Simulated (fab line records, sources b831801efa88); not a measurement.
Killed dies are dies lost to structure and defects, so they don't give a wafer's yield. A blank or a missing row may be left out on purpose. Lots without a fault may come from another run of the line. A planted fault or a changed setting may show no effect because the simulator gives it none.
Which tool did it? | flow gf180mcu | 12 lots, 36 wafers sampled, at 4 steps of a route of 602

WHAT THE GAUGES READ, wafer by wafer
GF_M4_THK_MEAS_06: measures by xrf. Usual: M4_ALCU_THK 451 nm, standard deviation 6.7.
lot  | measured     | on            | M4_ALCU_THK (nm) | flag
L780 | day 23 04:59 | film_metro-04 | 442 441 448      |
L781 | day 23 21:41 | film_metro-04 | 451 441 443      |
L782 | day 24 10:09 | film_metro-03 | 460 447 448      |
L786 | day 25 15:27 | film_metro-03 | 452 442 456      |
L787 | day 25 23:07 | film_metro-03 | 448 450 450      |
L788 | day 26 06:26 | film_metro-01 | 451 455 455      |
L789 | day 26 13:49 | film_metro-01 | 456 461 460      |
L790 | day 26 19:10 | film_metro-03 | 449 450 454      |
L791 | day 27 04:12 | film_metro-04 | 434 439 439      |
L799 | day 29 13:03 | film_metro-01 | 456 461 459      |
L801 | day 30 06:13 | film_metro-03 | 460 453 461      |
L802 | day 30 12:22 | film_metro-04 | 455 452 447      |

WHICH TOOL RAN EACH LOT (tool, then ch and the chambers of the sampled wafers, then the start)
lot  | GF_M3_METAL_ETCH_16               | GF_V3_ETCH_17                      | GF_M4_SPUTTER_00
L780 | rie_metal-02 ch 0,1, day 22 02:47 | rie_diel-03 ch 0,1,3, day 23 03:00 | pvd_sputter-02, day 23 04:38
L781 | rie_metal-01 ch 0,1, day 22 19:46 | rie_diel-02 ch 0,2,3, day 23 20:00 | pvd_sputter-03, day 23 21:21
L782 | rie_metal-03 ch 0,1, day 23 08:31 | rie_diel-03 ch 1,2, day 24 08:00   | pvd_sputter-01, day 24 09:48
L786 | rie_metal-02 ch 0,1, day 24 14:00 | rie_diel-02 ch 0,1, day 25 13:00   | pvd_sputter-01, day 25 15:07
L787 | rie_metal-02 ch 0, day 24 21:49   | rie_diel-02 ch 0,3, day 25 21:00   | pvd_sputter-02, day 25 22:47
L788 | rie_metal-01 ch 0,1, day 25 05:21 | rie_diel-03 ch 2,3, day 26 04:00   | pvd_sputter-02, day 26 06:06
L789 | rie_metal-02 ch 0,1, day 25 13:25 | rie_diel-02 ch 2,3, day 26 12:00   | pvd_sputter-02, day 26 13:28
L790 | rie_metal-01 ch 0,1, day 25 19:01 | rie_diel-03 ch 0,2, day 26 17:00   | pvd_sputter-02, day 26 18:49
L791 | rie_metal-01 ch 0,1, day 26 03:56 | rie_diel-02 ch 0,1,3, day 27 02:00 | pvd_sputter-03, day 27 03:52
L799 | rie_metal-02 ch 0,1, day 28 13:40 | rie_diel-04 ch 0,1,3, day 29 11:00 | pvd_sputter-01, day 29 12:43
L801 | rie_metal-03 ch 1, day 29 07:38   | rie_diel-03 ch 0,2, day 30 04:00   | pvd_sputter-02, day 30 05:53
L802 | rie_metal-02 ch 0,1, day 29 14:28 | rie_diel-03 ch 0,1, day 30 10:00   | pvd_sputter-02, day 30 12:01
- GF_M3_METAL_ETCH_16: etches the open film in Cl2/BCl3, stops on SiO2, target depth 750.8 nm, time 125.1 s.
- GF_V3_ETCH_17: etches SiO2 in C4F8/O2/Ar, stops on TiN, target depth 635 nm.
- GF_M4_SPUTTER_00: material Ti, target thk 37.5 nm, time 150 s.

WHAT THE TOOLS THEMSELVES READ (means of the sampled wafers that have a number; where no wafer has one, the mark that the record gives instead)
GF_M3_METAL_ETCH_16. Usual: bias_w 139.9 W, standard deviation 0.46; drypump_motor_current_A 5.9 A, standard deviation 0.31; he_backside_leak_sccm 3.25 sccm, standard deviation 0.23; oes_product_au 0.991 a.u., standard deviation 0.008; throttle_valve_pct 28.228 %, standard deviation 0.011.
lot  | tool         | bias_w (W) | drypump_motor_current_A (A) | he_backside_leak_sccm (sccm) | oes_product_au (a.u.) | throttle_valve_pct (%) | flag
L780 | rie_metal-02 | 139.9      | 5.9                         | 3.16                         | 0.997                 | 28.224                 |
L781 | rie_metal-01 | 140.0      | 5.9                         | 3.30                         | 0.982                 | 28.227                 |
L782 | rie_metal-03 | 139.8      | 6.1                         | 3.33                         | 0.988                 | 28.230                 |
L786 | rie_metal-02 | 139.7      | 5.9                         | 3.25                         | 0.997                 | 28.224                 |
L787 | rie_metal-02 | 140.4      | 6.0                         | 3.32                         | 0.993                 | 28.225                 |
L788 | rie_metal-01 | 139.9      | 5.7                         | 3.28                         | 0.991                 | 28.226                 |
L789 | rie_metal-02 | 140.4      | 5.9                         | 3.14                         | 0.996                 | 28.221                 |
L790 | rie_metal-01 | 139.6      | 5.9                         | 3.37                         | 0.987                 | 28.242                 |
L791 | rie_metal-01 | 139.8      | 5.6                         | 3.10                         | 0.990                 | 28.227                 |
L799 | rie_metal-02 | 139.3      | 6.0                         | 3.12                         | 0.999                 | 28.220                 |
L801 | rie_metal-03 | 140.1      | 6.2                         | 3.12                         | 0.994                 | 28.228                 |
L802 | rie_metal-02 | 140.1      | 6.0                         | 3.26                         | 0.994                 | 28.222                 |

GF_V3_ETCH_17. Usual: bias_w 1200 W, standard deviation 3.7; oes_product_au 0.856 a.u., standard deviation 0.0044.
lot  | tool        | bias_w (W) | oes_product_au (a.u.) | flag
L780 | rie_diel-03 | 1204       | 0.860                 |
L781 | rie_diel-02 | 1202       | 0.856                 |
L782 | rie_diel-03 | 1199       | 0.854                 |
L786 | rie_diel-02 | 1199       | 0.857                 |
L787 | rie_diel-02 | 1201       | 0.853                 |
L788 | rie_diel-03 | 1197       | 0.855                 |
L789 | rie_diel-02 | 971        | 0.858                 | OFF
L790 | rie_diel-03 | 1201       | 0.856                 |
L791 | rie_diel-02 | 970        | 0.854                 | OFF
L799 | rie_diel-04 | 1202       | 0.860                 |
L801 | rie_diel-03 | 1201       | 0.850                 |
L802 | rie_diel-03 | 1201       | 0.856                 |

GF_M4_SPUTTER_00. Usual: throttle_valve_pct 30.5 %, standard deviation 1.
lot  | tool           | throttle_valve_pct (%) | flag
L780 | pvd_sputter-02 | 30.6                   |
L781 | pvd_sputter-03 | 30.1                   |
L782 | pvd_sputter-01 | 30.1                   |
L786 | pvd_sputter-01 | 30.8                   |
L787 | pvd_sputter-02 | 31.5                   |
L788 | pvd_sputter-02 | 30.5                   |
L789 | pvd_sputter-02 | 30.7                   |
L790 | pvd_sputter-02 | 29.9                   |
L791 | pvd_sputter-03 | 30.0                   |
L799 | pvd_sputter-01 | 31.1                   |
L801 | pvd_sputter-02 | 29.4                   |
L802 | pvd_sputter-02 | 30.1                   |

THE ANSWER, worked out from the rows above alone
Rule: a lot is off if the mean of its wafers that have a number lies more than 3 standard deviations from the usual mean. A lot without any number at a reading at which 4 lots or more have one is off too. The other lots that the step has rows for count as sound. The gauges are gone through in route order, then the tools' own readings, and for those a lot's mean is taken as printed above. The first step at which some lot is off is used, and at that step the reading that is off furthest; a lot without a number counts as furthest.
Off: L789, L791, at GF_V3_ETCH_17 (bias_w).
A tool fits if, at that step or a process step before it, it ran every lot that is off, and no sound lot after the first of them. One fits: rie_diel-02 at GF_V3_ETCH_17. Its last sound lot is L787 (day 25 21:00), its first lot that is off L789 (day 26 12:00): a fault that began between those two fits.
The tool's own readings at GF_V3_ETCH_17 bear it out: on the lots that are off they differ by more than 5 times the standard deviation of the sound lots' means. bias_w reads 970 W there against 1201 W on the sound lots.

WHAT THE SIMULATOR HAD PUT IN
Process parameter drift: rie_diel-02, from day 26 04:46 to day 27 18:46, at GF_V3_ETCH_17. Setting bias_w, moved by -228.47, from 1200. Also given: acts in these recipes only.
Lots struck among those shown: L789, L791. The rule above found the same.
